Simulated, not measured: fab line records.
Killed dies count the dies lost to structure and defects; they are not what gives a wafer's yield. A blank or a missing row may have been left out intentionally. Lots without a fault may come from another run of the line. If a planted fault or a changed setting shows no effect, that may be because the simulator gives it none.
Code-filled problem report in 8D (eight disciplines) form || flow sky130 || the parts of the form that need people (team, actions taken, sign-off) are left out

## 1. THE ISSUE
killedAtOther at SKY_PAD_OPEN_PROBE_99 reads a mean of 12.5 on 2 wafers of 2 lots; wafers without a fault read 0.3 with a standard deviation of 0.66. Measured from the usual mean, that is +18 standard deviations.
First seen on wafer L740.3, day 49 20:48, on prober-01. At this step, 9 wafers from 3 lots have a number in the record. By rule, "out" or "out of limits" means more than 4 standard deviations away from the usual mean. Any other wafer with a number is counted as sound.

## 2. WHAT IT IS, WHAT IT ISN'T
{"question": "which readings at this step", "is": "killedAtOther", "is not": "defectLimitedYield, killed_at_M0_to_M3, killed_at_M4_up, killedAtContacts, killedAtFrontEnd, killedDies, killedOpen, killedShort, sort_bin_5_function, sort_bin_6_memory, sortNPass, sortYieldPct"}
{"question": "which lots", "is": "L740, L742", "is not": "L743"}
{"question": "which wafers of those lots", "is": "L740.3, L742.6", "is not": "L740.1, L740.5, L742.3, L742.5"}
{"question": "read on which tools", "is": "prober-01", "is not": "prober-02"}
{"question": "when", "is": "from day 49 20:48", "is not": "up to then (1 sound wafer); but 6 sound wafers of L740, L742, L743 came after"}

## 3. THE SUSPECTS, EACH WITH WHAT RULES IT OUT
Counting: a tool at a process step up to the reading stays a suspect if it ran every lot that is out. Sound lots after the first of them don't rule it out here, since some wafers of a struck lot are sound.
- pecvd-02 at SKY_CAP2M_CVD_00 (deposits SiO2, target thk 15.5 nm): kept. It ran every lot that is out, first L740 (day 44 15:43).
- rieDiel-04 at SKY_PAD_OPEN_ETCH_07 (etches the open film in CF4/O2, stops on AlCu, target depth 725 nm, time 161.1 s): kept. It ran every lot that is out, first L740 (day 49 18:23).
- prober-01 at SKY_PAD_OPEN_PROBE_99: kept. It ran every lot that is out, first L740 (day 49 20:42). Its own readings are out on those wafers: killedAtOther.
- Within pecvd-02 at SKY_CAP2M_CVD_00: the wafers that are out ran in chamber 0; their sound lot-mates ran in chambers 1, 2.
- Within rieDiel-04 at SKY_PAD_OPEN_ETCH_07: the wafers that are out ran in chambers 1, 3; their sound lot-mates ran in chambers 0, 2.
The count leaves pecvd-02 at SKY_CAP2M_CVD_00, rieDiel-04 at SKY_PAD_OPEN_ETCH_07, and prober-01 at SKY_PAD_OPEN_PROBE_99.

## 4. THE CAUSE (what the simulator had put in)
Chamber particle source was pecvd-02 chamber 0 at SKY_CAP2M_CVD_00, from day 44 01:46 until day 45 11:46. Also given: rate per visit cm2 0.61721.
Counting left 3 suspects, and this tool is among them.

## 5. SEQUENCE OF EFFECTS, ordered by route
Rows list readings where the struck wafers' mean (over those with a number) sits beyond 3 standard deviations from the usual. Only readings whose record carries a usual standard deviation are examined. hours: median over the lots of the time between each lot's start at the first step of this table that gives one and its start at this step. sigmas: the change, counted in usual standard deviations.
{"hours": 0, "step": "SKY_PAD_OPEN_PROBE_99", "reading": "killedAtOther", "usual": 0.3, "on struck wafers": 12.5, "change": "+12.2", "sigmas": "+18"}
The process steps in it:
- SKY_PAD_OPEN_PROBE_99

## 6. WHAT WOULD HAVE CAUGHT IT SOONER
The fault began at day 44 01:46; the first out-of-limits reading in this record came at day 49 20:48, 139 hours later.
Tool readings at SKY_CAP2M_CVD_00 with a usual standard deviation given in the record: none out on any struck wafer, hence no alarm at a limit of 4 standard deviations on them.
Lots out: 2; all had begun SKY_CAP2M_CVD_00 on pecvd-02 by day 49 20:48. Had the tool been put on hold then, not one of them would have been saved.
